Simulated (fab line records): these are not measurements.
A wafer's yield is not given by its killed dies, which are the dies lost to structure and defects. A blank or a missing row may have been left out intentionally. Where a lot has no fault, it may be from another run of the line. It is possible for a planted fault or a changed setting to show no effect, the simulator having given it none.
Chamber matching :: flow gf180mcu :: GF_V2_CVD_02 on pecvd-02 has 3 sister chambers
The step deposits SiO2 from TEOS, target thk 850 nm, time 94.851 s. 14 wafers are shown with their chamber, then 7 later ones without.

WAFERS WITH THEIR CHAMBER
wafer: L074.1
chamber: 0
heater power w (W): 706
rf fwd power W (W): 595.0

wafer: L074.4
chamber: 0
heater power w (W): 756
rf fwd power W (W): 592.9

wafer: L074.5
chamber: 2
heater power w (W): 461
rf fwd power W (W): 596.7

wafer: L083.1
chamber: 0
heater power w (W): 755
rf fwd power W (W): 594.7

wafer: L083.2
chamber: 1
heater power w (W): 618
rf fwd power W (W): 599.2

wafer: L083.5
chamber: 2
heater power w (W): 535
rf fwd power W (W): 594.8

wafer: L085.1
chamber: 1
heater power w (W): 623
rf fwd power W (W): 597.6

wafer: L085.2
chamber: 0
heater power w (W): 733
rf fwd power W (W): 594.9

wafer: L085.3
chamber: 2
heater power w (W): 571
rf fwd power W (W): 597.7

wafer: L089.1
chamber: 0
heater power w (W): 704
rf fwd power W (W): 596.7

wafer: L089.4
chamber: 1
heater power w (W): 581
rf fwd power W (W): 596.7

wafer: L089.6
chamber: 0
heater power w (W): 589
rf fwd power W (W): 598.4

wafer: L092.1
chamber: 1
heater power w (W): 632
rf fwd power W (W): 598.8

wafer: L092.2
chamber: 0
heater power w (W): 647
rf fwd power W (W): 592.9

SIGNATURES (averages over the wafers above)
reading: heater power w
chamber 0: 698.57
chamber 1: 613.50
chamber 2: 522.33
scatter within a chamber: 52.4

reading: rf fwd power W
chamber 0: 595.071
chamber 1: 598.075
chamber 2: 596.400
scatter within a chamber: 1.69
Rule: distance of a wafer from a chamber = root of the sum over the readings of ((wafer's reading minus chamber's mean) / reading's scatter) squared. The wafer belongs to the nearest chamber; if the next one is less than 2 further off, it can't be placed. The scatter: take each reading less its chamber's mean, square it, sum over the shown wafers, divide by the number of wafers less the number of chambers, and take the root.

WAFERS WITH NO CHAMBER GIVEN
wafer: L092.5
heater power w (W): 732
rf fwd power W (W): 594.1

wafer: L094.3
heater power w (W): 517
rf fwd power W (W): 599.2

wafer: L094.5
heater power w (W): 583
rf fwd power W (W): 596.9

wafer: L094.6
heater power w (W): 551
rf fwd power W (W): 597.2

wafer: L096.1
heater power w (W): 571
rf fwd power W (W): 596.3

wafer: L096.3
heater power w (W): 724
rf fwd power W (W): 597.1

wafer: L096.5
heater power w (W): 578
rf fwd power W (W): 598.1

THE CHAMBER EACH PASSED THROUGH
wafer: L092.5
from the rows above: 0
in truth: 0

wafer: L094.3
from the rows above: can't be placed: 2 or 1
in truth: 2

wafer: L094.5
from the rows above: can't be placed: 1 or 2 or 0
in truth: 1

wafer: L094.6
from the rows above: can't be placed: 2 or 1
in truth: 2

wafer: L096.1
from the rows above: can't be placed: 2 or 1 or 0
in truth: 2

wafer: L096.3
from the rows above: can't be placed: 0 or 1
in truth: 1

wafer: L096.5
from the rows above: can't be placed: 1 or 2
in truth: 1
Correctly placed: 1 of 7. Cannot be placed on the basis of these rows: 6; the candidates contain the true chamber in 6. Placed wrongly: 0.
